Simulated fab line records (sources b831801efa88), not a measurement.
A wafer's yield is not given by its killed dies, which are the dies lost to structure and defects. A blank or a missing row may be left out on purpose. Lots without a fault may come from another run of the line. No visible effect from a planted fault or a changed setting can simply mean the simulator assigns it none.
Which tool did it? / flow gf180mcu / 15 lots, 45 wafers sampled, at 5 steps of a route of 602

## WHAT EACH GAUGE READ, for each wafer
GF_MVPSD_OVL_MEAS_07. Usual: MVPSD_OVL typically reads -0.4 nm, with standard deviation 1.5.
lot=L416; measured=day 5 01:10; on=overlay-02; MVPSD_OVL (nm)=-1.3 -2.3 -1.8; flag=
lot=L417; measured=day 5 07:54; on=overlay-01; MVPSD_OVL (nm)=-1.5 1.2 -2.6; flag=
lot=L418; measured=day 5 11:42; on=overlay-02; MVPSD_OVL (nm)=2.2 2.1 1.2; flag=
lot=L421; measured=day 6 06:38; on=overlay-01; MVPSD_OVL (nm)=-2.9 0.7 -0.5; flag=
lot=L422; measured=day 6 12:34; on=overlay-01; MVPSD_OVL (nm)=0.3 -1.7 -0.2; flag=
lot=L423; measured=day 6 15:21; on=overlay-01; MVPSD_OVL (nm)=-0.7 -1.2 0.3; flag=
lot=L424; measured=day 6 23:39; on=overlay-01; MVPSD_OVL (nm)=0.4 2.7 2.0; flag=
lot=L425; measured=day 7 06:13; on=overlay-02; MVPSD_OVL (nm)=1.3 2.3 -0.4; flag=
lot=L426; measured=day 7 08:37; on=overlay-02; MVPSD_OVL (nm)=-2.3 -0.9 -2.3; flag=
lot=L427; measured=day 7 18:41; on=overlay-01; MVPSD_OVL (nm)=0.4 -0.1 -0.2; flag=
lot=L431; measured=day 8 23:57; on=overlay-02; MVPSD_OVL (nm)=-0.7 0.0 -1.9; flag=
lot=L432; measured=day 9 04:04; on=overlay-02; MVPSD_OVL (nm)=-0.7 1.5 -0.6; flag=
lot=L434; measured=day 9 17:01; on=overlay-02; MVPSD_OVL (nm)=-0.2 -2.2 -0.1; flag=
lot=L435; measured=day 9 22:07; on=overlay-01; MVPSD_OVL (nm)=-1.2 -0.6 -1.5; flag=
lot=L438; measured=day 10 10:31; on=overlay-01; MVPSD_OVL (nm)=-3.0 -3.5 -1.3; flag=

GF_MVPSD_TW_MEAS_11. Usual: MVPSD_TW typically reads 555, with standard deviation 7.3.
lot=L416; measured=day 5 01:36; on=filmMetro-04; MVPSD_TW=552 548 550; flag=
lot=L417; measured=day 5 08:20; on=filmMetro-01; MVPSD_TW=553 549 549; flag=
lot=L418; measured=day 5 12:08; on=filmMetro-04; MVPSD_TW=555 555 553; flag=
lot=L421; measured=day 6 07:04; on=filmMetro-04; MVPSD_TW=563 563 563; flag=
lot=L422; measured=day 6 13:00; on=filmMetro-04; MVPSD_TW=560 559 556; flag=
lot=L423; measured=day 6 15:47; on=filmMetro-04; MVPSD_TW=563 561 562; flag=
lot=L424; measured=day 7 00:05; on=filmMetro-01; MVPSD_TW=540 547 543; flag=
lot=L425; measured=day 7 06:39; on=filmMetro-01; MVPSD_TW=545 543 544; flag=
lot=L426; measured=day 7 09:04; on=filmMetro-01; MVPSD_TW=545 548 544; flag=
lot=L427; measured=day 7 19:10; on=filmMetro-03; MVPSD_TW=566 566 566; flag=
lot=L431; measured=day 9 00:23; on=filmMetro-03; MVPSD_TW=563 560 560; flag=
lot=L432; measured=day 9 04:29; on=filmMetro-03; MVPSD_TW=562 561 565; flag=
lot=L434; measured=day 9 17:27; on=filmMetro-03; MVPSD_TW=567 563 561; flag=
lot=L435; measured=day 9 22:34; on=filmMetro-03; MVPSD_TW=564 563 564; flag=
lot=L438; measured=day 10 10:58; on=filmMetro-04; MVPSD_TW=558 560 556; flag=

GF_VT_IMPLANT_OVL_MEAS_29. Usual: VT_IMPLANT_02_OVL typically reads 0.6 nm, with standard deviation 1.3.
lot=L416; measured=day 6 21:16; on=overlay-02; VT_IMPLANT_02_OVL (nm)=-0.9 -0.1 0.1; flag=
lot=L417; measured=day 7 04:01; on=overlay-02; VT_IMPLANT_02_OVL (nm)=0.2 -0.3 1.5; flag=
lot=L418; measured=day 7 09:07; on=overlay-02; VT_IMPLANT_02_OVL (nm)=4.1 3.8 1.9; flag=
lot=L421; measured=day 8 06:09; on=overlay-01; VT_IMPLANT_02_OVL (nm)=- - -; flag=OFF
lot=L422; measured=day 8 13:17; on=overlay-02; VT_IMPLANT_02_OVL (nm)=- - -; flag=OFF
lot=L423; measured=day 8 16:01; on=overlay-01; VT_IMPLANT_02_OVL (nm)=- - -; flag=OFF
lot=L424; measured=day 9 01:46; on=overlay-01; VT_IMPLANT_02_OVL (nm)=2.5 0.8 0.4; flag=
lot=L425; measured=day 9 07:31; on=overlay-02; VT_IMPLANT_02_OVL (nm)=0.2 1.8 0.4; flag=
lot=L426; measured=day 9 10:59; on=overlay-01; VT_IMPLANT_02_OVL (nm)=2.2 2.3 4.5; flag=
lot=L427; measured=day 9 20:22; on=overlay-01; VT_IMPLANT_02_OVL (nm)=0.3 1.4 1.2; flag=
lot=L431; measured=day 11 05:52; on=overlay-01; VT_IMPLANT_02_OVL (nm)=-0.6 0.3 -1.0; flag=
lot=L432; measured=day 11 08:43; on=overlay-01; VT_IMPLANT_02_OVL (nm)=-0.6 -1.5 0.7; flag=
lot=L434; measured=day 11 23:47; on=overlay-01; VT_IMPLANT_02_OVL (nm)=0.3 0.4 3.2; flag=
lot=L435; measured=day 12 04:34; on=overlay-02; VT_IMPLANT_02_OVL (nm)=-0.6 -1.5 -1.2; flag=
lot=L438; measured=day 12 19:16; on=overlay-01; VT_IMPLANT_02_OVL (nm)=0.6 1.4 0.1; flag=

## EACH LOT AND THE TOOL THAT RAN IT (in order: tool; ch and the chambers of the sampled wafers; start)
lot=L416; GF_STI_ETCH_14=rieSi-02 ch 0,1,2, day 2 01:19; GF_VT_IMPLANT_COAT_24=lithoTrack-03 ch 0, day 6 13:18
lot=L417; GF_STI_ETCH_14=rieSi-02 ch 0,1,3, day 2 06:40; GF_VT_IMPLANT_COAT_24=lithoTrack-04 ch 0, day 6 20:37
lot=L418; GF_STI_ETCH_14=rieSi-01 ch 0,2,3, day 2 11:28; GF_VT_IMPLANT_COAT_24=lithoTrack-02 ch 0, day 7 01:33
lot=L421; GF_STI_ETCH_14=rieSi-01 ch 1,2, day 3 04:31; GF_VT_IMPLANT_COAT_24=lithoTrack-02, day 7 21:45
lot=L422; GF_STI_ETCH_14=rieSi-02 ch 1,2, day 3 08:45; GF_VT_IMPLANT_COAT_24=lithoTrack-04, day 8 04:41
lot=L423; GF_STI_ETCH_14=rieSi-02 ch 0,1,2, day 3 13:34; GF_VT_IMPLANT_COAT_24=lithoTrack-02, day 8 08:00
lot=L424; GF_STI_ETCH_14=rieSi-01 ch 0,3, day 3 19:01; GF_VT_IMPLANT_COAT_24=lithoTrack-02 ch 0, day 8 16:48
lot=L425; GF_STI_ETCH_14=rieSi-01 ch 0,1,2, day 3 23:36; GF_VT_IMPLANT_COAT_24=lithoTrack-03 ch 0, day 8 23:12
lot=L426; GF_STI_ETCH_14=rieSi-02 ch 0,1, day 4 04:09; GF_VT_IMPLANT_COAT_24=lithoTrack-04 ch 0, day 9 02:07
lot=L427; GF_STI_ETCH_14=rieSi-02 ch 0,1,2, day 4 10:37; GF_VT_IMPLANT_COAT_24=lithoTrack-04 ch 0, day 9 11:35
lot=L431; GF_STI_ETCH_14=rieSi-01 ch 0,3, day 5 07:05; GF_VT_IMPLANT_COAT_24=lithoTrack-04 ch 0, day 10 20:19
lot=L432; GF_STI_ETCH_14=rieSi-01 ch 2,3, day 5 13:33; GF_VT_IMPLANT_COAT_24=lithoTrack-04 ch 0, day 10 23:28
lot=L434; GF_STI_ETCH_14=rieSi-01 ch 0,2, day 6 03:03; GF_VT_IMPLANT_COAT_24=lithoTrack-02 ch 0, day 11 14:37
lot=L435; GF_STI_ETCH_14=rieSi-02 ch 1,2,3, day 6 06:01; GF_VT_IMPLANT_COAT_24=lithoTrack-02 ch 0, day 11 18:45
lot=L438; GF_STI_ETCH_14=rieSi-01 ch 2,3, day 6 18:52; GF_VT_IMPLANT_COAT_24=lithoTrack-03 ch 0, day 12 09:37
- GF_STI_ETCH_14: etches Si in HBr/Cl2/O2, target depth 360 nm, time 102.9 s.
- GF_VT_IMPLANT_COAT_24: resist thk 1000 nm.

## WHAT THE TOOLS THEMSELVES READ (means of the sampled wafers that have a number; where no wafer has one, the mark that the record gives instead)
GF_STI_ETCH_14. Usual: drypumpMotorCurrentA 5.9 A, standard deviation 0.52; oesProductAu 0.998 a.u., standard deviation 0.0078; throttleValvePct 25.660 %, standard deviation 0.011.
lot=L416; tool=rieSi-02; drypumpMotorCurrentA (A)=5.7; oesProductAu (a.u.)=0.992; throttleValvePct (%)=25.654; flag=
lot=L417; tool=rieSi-02; drypumpMotorCurrentA (A)=5.9; oesProductAu (a.u.)=0.990; throttleValvePct (%)=25.665; flag=
lot=L418; tool=rieSi-01; drypumpMotorCurrentA (A)=5.9; oesProductAu (a.u.)=1.000; throttleValvePct (%)=25.661; flag=
lot=L421; tool=rieSi-01; drypumpMotorCurrentA (A)=5.5; oesProductAu (a.u.)=1.005; throttleValvePct (%)=25.666; flag=
lot=L422; tool=rieSi-02; drypumpMotorCurrentA (A)=6.1; oesProductAu (a.u.)=1.000; throttleValvePct (%)=25.657; flag=
lot=L423; tool=rieSi-02; drypumpMotorCurrentA (A)=5.7; oesProductAu (a.u.)=0.995; throttleValvePct (%)=25.656; flag=
lot=L424; tool=rieSi-01; drypumpMotorCurrentA (A)=6.3; oesProductAu (a.u.)=1.001; throttleValvePct (%)=25.647; flag=
lot=L425; tool=rieSi-01; drypumpMotorCurrentA (A)=5.9; oesProductAu (a.u.)=0.995; throttleValvePct (%)=25.661; flag=
lot=L426; tool=rieSi-02; drypumpMotorCurrentA (A)=5.5; oesProductAu (a.u.)=1.000; throttleValvePct (%)=25.651; flag=
lot=L427; tool=rieSi-02; drypumpMotorCurrentA (A)=5.7; oesProductAu (a.u.)=0.986; throttleValvePct (%)=25.670; flag=
lot=L431; tool=rieSi-01; drypumpMotorCurrentA (A)=6.2; oesProductAu (a.u.)=1.008; throttleValvePct (%)=25.659; flag=
lot=L432; tool=rieSi-01; drypumpMotorCurrentA (A)=5.6; oesProductAu (a.u.)=0.994; throttleValvePct (%)=25.665; flag=
lot=L434; tool=rieSi-01; drypumpMotorCurrentA (A)=6.3; oesProductAu (a.u.)=1.009; throttleValvePct (%)=25.653; flag=
lot=L435; tool=rieSi-02; drypumpMotorCurrentA (A)=6.2; oesProductAu (a.u.)=0.998; throttleValvePct (%)=25.666; flag=
lot=L438; tool=rieSi-01; drypumpMotorCurrentA (A)=5.6; oesProductAu (a.u.)=1.002; throttleValvePct (%)=25.658; flag=

GF_VT_IMPLANT_COAT_24. Usual: chillPlateTempC 23.00 C, standard deviation 0.094; dispensePressureKPa 52.9 kPa, standard deviation 2.3.
lot=L416; tool=lithoTrack-03; chillPlateTempC (C)=23.00; dispensePressureKPa (kPa)=50.4; flag=
lot=L417; tool=lithoTrack-04; chillPlateTempC (C)=23.07; dispensePressureKPa (kPa)=55.8; flag=
lot=L418; tool=lithoTrack-02; chillPlateTempC (C)=23.12; dispensePressureKPa (kPa)=51.7; flag=
lot=L421; tool=lithoTrack-02; chillPlateTempC (C)=-; dispensePressureKPa (kPa)=-; flag=OFF
lot=L422; tool=lithoTrack-04; chillPlateTempC (C)=-; dispensePressureKPa (kPa)=-; flag=OFF
lot=L423; tool=lithoTrack-02; chillPlateTempC (C)=-; dispensePressureKPa (kPa)=-; flag=OFF
lot=L424; tool=lithoTrack-02; chillPlateTempC (C)=22.88; dispensePressureKPa (kPa)=51.8; flag=
lot=L425; tool=lithoTrack-03; chillPlateTempC (C)=22.97; dispensePressureKPa (kPa)=50.4; flag=
lot=L426; tool=lithoTrack-04; chillPlateTempC (C)=23.00; dispensePressureKPa (kPa)=55.8; flag=
lot=L427; tool=lithoTrack-04; chillPlateTempC (C)=23.03; dispensePressureKPa (kPa)=55.8; flag=
lot=L431; tool=lithoTrack-04; chillPlateTempC (C)=23.01; dispensePressureKPa (kPa)=55.8; flag=
lot=L432; tool=lithoTrack-04; chillPlateTempC (C)=23.04; dispensePressureKPa (kPa)=55.8; flag=
lot=L434; tool=lithoTrack-02; chillPlateTempC (C)=22.98; dispensePressureKPa (kPa)=51.8; flag=
lot=L435; tool=lithoTrack-02; chillPlateTempC (C)=22.90; dispensePressureKPa (kPa)=51.8; flag=
lot=L438; tool=lithoTrack-03; chillPlateTempC (C)=23.02; dispensePressureKPa (kPa)=50.4; flag=

## THE ANSWER, worked out from the rows above alone
Rule: take the mean of a lot's wafers that have a number; if it is more than 3 standard deviations from the usual mean, the lot is off. A lot without any number at a reading at which 4 lots or more have one is off too. The other lots that the step has rows for count as sound. After the gauges, taken in route order, come the tools' own readings; for these a lot's mean is taken, as printed above. The first step at which some lot is off is used, and at that step the reading that is off furthest; a lot without a number counts as furthest.
Off: L421, L422, L423, at GF_VT_IMPLANT_OVL_MEAS_29 (VT_IMPLANT_02_OVL). Without a number there: L421, L422, L423.
If a tool, at a process step before that reading, ran all the lots that are off and no sound lot after the first of them, it fits. Not tried: the gauges at GF_VT_IMPLANT_OVL_MEAS_29; whatever is off there is also off at GF_VT_IMPLANT_COAT_24, on other tools, and gauge error can't account for it. None of those tried fits.

## WHAT THE SIMULATOR HAD INSERTED
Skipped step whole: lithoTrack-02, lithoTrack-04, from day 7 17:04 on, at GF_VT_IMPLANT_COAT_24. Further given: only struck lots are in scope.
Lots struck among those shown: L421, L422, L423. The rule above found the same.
